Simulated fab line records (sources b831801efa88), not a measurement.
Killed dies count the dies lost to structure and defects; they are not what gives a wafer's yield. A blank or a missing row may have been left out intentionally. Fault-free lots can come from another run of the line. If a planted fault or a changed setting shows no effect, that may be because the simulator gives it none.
Which of the tools did it? | flow sky130 | 14 lots, 42 wafers sampled, at 4 steps of a route of 708

WHAT THE GAUGES READ, wafer by wafer
SKY_NWELL_OVL_MEAS_23. Usual: NWELL_01_OVL gives 0.0 nm (standard deviation 1.3).
lot  | measured     | on         | NWELL_01_OVL (nm) | flag
L647 | day 5 05:34  | overlay-01 | -0.1 1.3 -0.9     |
L648 | day 5 12:19  | overlay-01 | 0.8 2.0 1.9       |
L649 | day 5 15:50  | overlay-01 | 0.3 0.5 -1.3      |
L650 | day 6 09:41  | overlay-01 | 0.4 -0.4 -0.3     |
L652 | day 6 16:55  | overlay-01 | 0.1 -1.0 2.3      |
L651 | day 6 18:37  | overlay-02 | 0.9 1.7 1.9       |
L653 | day 6 22:11  | overlay-02 | -0.1 -0.9 -0.7    |
L654 | day 7 03:02  | overlay-02 | 0.4 -1.3 -1.1     |
L655 | day 7 11:58  | overlay-01 | 1.2 -0.4 0.4      |
L663 | day 9 05:28  | overlay-01 | -0.5 -1.4 -2.4    |
L665 | day 9 22:41  | overlay-01 | -1.5 1.3 0.8      |
L664 | day 10 00:41 | overlay-02 | 0.9 0.2 -0.2      |
L666 | day 10 06:52 | overlay-01 | 0.3 0.9 -0.7      |
L669 | day 10 18:13 | overlay-02 | -2.4 -1.7 -3.6    |

SKY_VT_ADJUST_HVTR_CD_MEAS_07: target cd 380 nm. Usual: cd-nm 379.3 nm, standard deviation 2.6.
lot  | measured     | on        | cd-nm (nm)        | flag
L647 | day 9 06:46  | cd-sem-01 | 384.5 379.8 379.3 |
L648 | day 9 15:29  | cd-sem-02 | 377.5 378.9 379.5 |
L649 | day 9 20:43  | cd-sem-01 | 379.1 379.2 381.3 |
L650 | day 10 16:53 | cd-sem-01 | 377.0 377.0 379.6 |
L652 | day 11 02:40 | cd-sem-01 | 377.9 378.3 376.9 |
L651 | day 11 03:37 | cd-sem-02 | 381.6 382.2 379.6 |
L653 | day 11 08:09 | cd-sem-02 | 384.5 383.5 380.7 |
L654 | day 11 13:53 | cd-sem-01 | 378.7 379.0 379.9 |
L655 | day 11 22:43 | cd-sem-01 | 378.0 380.5 379.0 |
L663 | day 14 04:16 | cd-sem-02 | 380.4 379.2 379.3 |
L665 | day 15 00:16 | cd-sem-01 | 374.9 375.7 373.5 |
L664 | day 15 01:56 | cd-sem-02 | 379.4 379.2 379.7 |
L666 | day 15 07:49 | cd-sem-01 | 376.0 376.8 374.4 |
L669 | day 15 22:16 | cd-sem-01 | 377.7 377.1 376.5 |

SKY_GATE_OXIDE_THK_MEAS_02. Usual: GATE_OXIDE_OXIDATION_00_THK gives 10.25 nm (standard deviation 0.16).
lot  | measured     | on            | GATE_OXIDE_OXIDATION_00_THK (nm) | flag
L647 | day 12 23:40 | film-metro-01 | 10.00 10.06 9.97                 |
L648 | day 12 22:16 | film-metro-02 | 10.33 10.09 10.20                |
L649 | day 13 07:26 | film-metro-01 | 10.00 10.07 10.06                |
L650 | day 14 01:48 | film-metro-02 | 10.33 10.20 10.41                |
L652 | day 14 14:10 | film-metro-02 | 10.46 10.33 10.43                |
L651 | day 14 14:10 | film-metro-04 | 10.26 10.05 10.09                |
L653 | day 14 16:38 | film-metro-04 | 10.18 10.31 10.09                |
L654 | day 14 23:26 | film-metro-04 | 10.67 10.42 10.46                |
L655 | day 15 11:10 | film-metro-01 | 10.06 10.21 10.08                |
L663 | day 18 01:52 | film-metro-02 | 10.31 10.32 10.17                |
L665 | day 19 01:03 | film-metro-01 | 10.11 10.12 10.18                |
L664 | day 19 03:52 | film-metro-04 | 10.09 10.34 10.33                |
L666 | day 19 05:15 | film-metro-01 | 10.27 10.15 10.21                |
L669 | day 19 20:04 | film-metro-01 | 10.26 10.19 10.32                |

EACH LOT AND THE TOOL THAT RAN IT (in order: tool; ch and the chambers of the sampled wafers; start)
lot  | SKY_SONOS_TUNNEL_HMDS_01
L647 | litho-track-02 ch 0, day 10 15:19
L648 | litho-track-04 ch 0, day 11 00:45
L649 | litho-track-04 ch 0, day 11 05:51
L650 | litho-track-03 ch 0, day 12 01:31
L652 | litho-track-03 ch 0, day 12 13:02
L651 | litho-track-03 ch 0, day 12 13:56
L653 | litho-track-04 ch 0, day 12 17:49
L654 | litho-track-04 ch 0, day 12 23:33
L655 | litho-track-03 ch 0, day 13 12:35
L663 | litho-track-03 ch 0, day 15 21:05
L665 | litho-track-03 ch 0, day 16 17:31
L664 | litho-track-02 ch 0, day 16 20:37
L666 | litho-track-02 ch 0, day 17 01:25
L669 | litho-track-02 ch 0, day 17 15:34
- SKY_SONOS_TUNNEL_HMDS_01: prime time 60 s.

WHAT THE TOOLS THEMSELVES READ (means of the sampled wafers that have a number; where no wafer has one, the mark that the record gives instead)
SKY_SONOS_TUNNEL_HMDS_01. Usual: prime-temp-c 119.99 C, standard deviation 0.12.
lot  | tool           | prime-temp-c (C) | flag
L647 | litho-track-02 | 120.05           |
L648 | litho-track-04 | 119.99           |
L649 | litho-track-04 | 119.95           |
L650 | litho-track-03 | 119.99           |
L652 | litho-track-03 | 120.01           |
L651 | litho-track-03 | 120.14           |
L653 | litho-track-04 | 119.87           |
L654 | litho-track-04 | 119.91           |
L655 | litho-track-03 | 119.92           |
L663 | litho-track-03 | 116.88           | OFF
L665 | litho-track-03 | 116.90           | OFF
L664 | litho-track-02 | 120.08           |
L666 | litho-track-02 | 120.05           |
L669 | litho-track-02 | 119.94           |

THE ANSWER, worked out from the rows above alone
Rule: a lot counts as off when the mean over its wafers that have a number is more than 3 standard deviations away from the usual mean. Also off: a lot with no number at a reading for which 4 or more lots have one. Where the step has rows for the other lots, those lots are counted as sound. First the gauges in route order, then the tools' own readings, where a lot's mean is used as printed above. At the first step where some lot is off, the reading lying furthest off is the one used; lots without a number count as furthest.
Off at SKY_SONOS_TUNNEL_HMDS_01 (prime-temp-c): L663, L665.
A tool fits if, at that step or a process step before it, it ran every lot that is off, and no sound lot after the first of them. One fits: SKY_SONOS_TUNNEL_HMDS_01 on litho-track-03. Its last sound lot is L655 (day 13 12:35), its first lot that is off L663 (day 15 21:05): a fault that began between those two fits.
On the lots that are off, the tool's own readings at SKY_SONOS_TUNNEL_HMDS_01 differ by more than 5 times the standard deviation of the sound lots' means, which bears it out; prime-temp-c reads 116.89 C there versus 119.99 C on the sound lots.

WHAT HAD BEEN PUT IN BY THE SIMULATOR
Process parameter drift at SKY_SONOS_TUNNEL_HMDS_01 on litho-track-03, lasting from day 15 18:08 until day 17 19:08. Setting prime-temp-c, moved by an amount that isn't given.
Lots struck among those shown: L663, L665. Same finding as the rule above.
